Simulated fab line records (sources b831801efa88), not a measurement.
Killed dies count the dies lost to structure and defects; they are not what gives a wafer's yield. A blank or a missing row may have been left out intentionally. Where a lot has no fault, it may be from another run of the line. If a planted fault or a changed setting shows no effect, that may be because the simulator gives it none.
2 desks, one fault :: flow gf180mcu :: each desk holds nothing but its own numbers, with what lay behind them at the end

FROM THE METROLOGY DESK
Lot by lot, what the gauges showed, no matter which tool ran the lot: averages of those sampled wafers that carry a number. If a lot's mean is further than 4 standard deviations from the usual mean, the lot is out of limits and carries the mark OUT (the distance appears in the brackets).
Columns: A = V5_CVD_02_THK at GF_V5_THK_MEAS_03, usual 1455 nm; B = cd-nm at GF_V5_CD_MEAS_14, usual 259.6 nm; C = TOP_METAL_ALCU_RS at GF_TOP_METAL_RS_MEAS_05, usual 0.0327 ohm/sq
lot: L435
first seen here: day 26 01:22
A: 1469
B: 260.0
C: 0.0324

lot: L436
first seen here: day 26 19:10
A: 1464
B: 259.9
C: 0.0324

lot: L437
first seen here: day 26 19:39
A: 1429
B: 261.2
C: 0.0329

lot: L438
first seen here: day 27 02:29
A: 1464
B: 260.9
C: 0.0325

lot: L439
first seen here: day 27 14:55
A: 1479
B: 260.6
C: 0.0329

lot: L440
first seen here: day 28 02:37
A: 1450
B: 259.2
C: 0.0322

lot: L441
first seen here: day 28 14:12
A: 1446
B: 259.8
C: 0.0327

lot: L442
first seen here: day 28 17:52
A: 1464
B: 259.1
C: 0.0330

lot: L443
first seen here: day 28 18:12
A: 1435
B: 257.9
C: 0.0327

lot: L451
first seen here: day 31 02:20
A: 1465
B: 258.3
C: 0.0525 (+58) OUT

lot: L452
first seen here: day 31 09:38
A: 1461
B: 261.2
C: 0.0513 (+55) OUT

lot: L453
first seen here: day 31 15:53
A: 1454
B: 260.3
C: 0.0325

lot: L457
first seen here: day 32 13:11
A: 1449
B: 260.4
C: 0.0324
Per this desk, out of limits: L451, L452; the first was L451, day 31 21:55 (TOP_METAL_ALCU_RS at GF_TOP_METAL_RS_MEAS_05). In limits: L435, L436, L437, L438, L439, L440, L441, L442, L443, L453, L457.

DESK OF THE TOOL OWNER: pvd-sputter-04
The tool's own readings at GF_TOP_METAL_SPUTTER_02 (material AlCu, target thk 900 nm, time 47.82 s): means of the sampled wafers that have a number, for each lot that ran on this tool. If a lot's mean is further than 4 standard deviations from the usual mean, the lot is out of limits and carries the mark OUT (the distance appears in the brackets).
Columns: A = throttle-valve-pct at GF_TOP_METAL_SPUTTER_02, usual 29.7 %
lot: L437
first seen here: day 27 17:58
A: 28.9

lot: L438
first seen here: day 28 00:35
A: 29.4

lot: L439
first seen here: day 28 12:13
A: 29.1

lot: L451
first seen here: day 31 21:49
A: 29.4

lot: L452
first seen here: day 32 04:28
A: 29.5
This desk found nothing out of limits on any of the 5 lots.

ALL TOGETHER
On L451, L452, the metrology desk was in a position to raise an alarm at day 31 21:55.
The tool owner's desk saw nothing out of limits.
Tool owner's desk: L451, L452 on record, inside its limits.
GF_TOP_METAL_SPUTTER_02 was run on pvd-sputter-04 by each of the lots named.

WHAT HAD BEEN PUT IN BY THE SIMULATOR
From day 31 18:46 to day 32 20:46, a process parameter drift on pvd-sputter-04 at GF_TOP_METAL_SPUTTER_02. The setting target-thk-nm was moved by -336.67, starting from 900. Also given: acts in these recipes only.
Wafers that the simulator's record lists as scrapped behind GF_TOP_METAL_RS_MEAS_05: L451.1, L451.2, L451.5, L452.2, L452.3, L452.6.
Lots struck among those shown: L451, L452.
Hours from the fault's start to each desk's first reading out of limits: the metrology desk, 3.
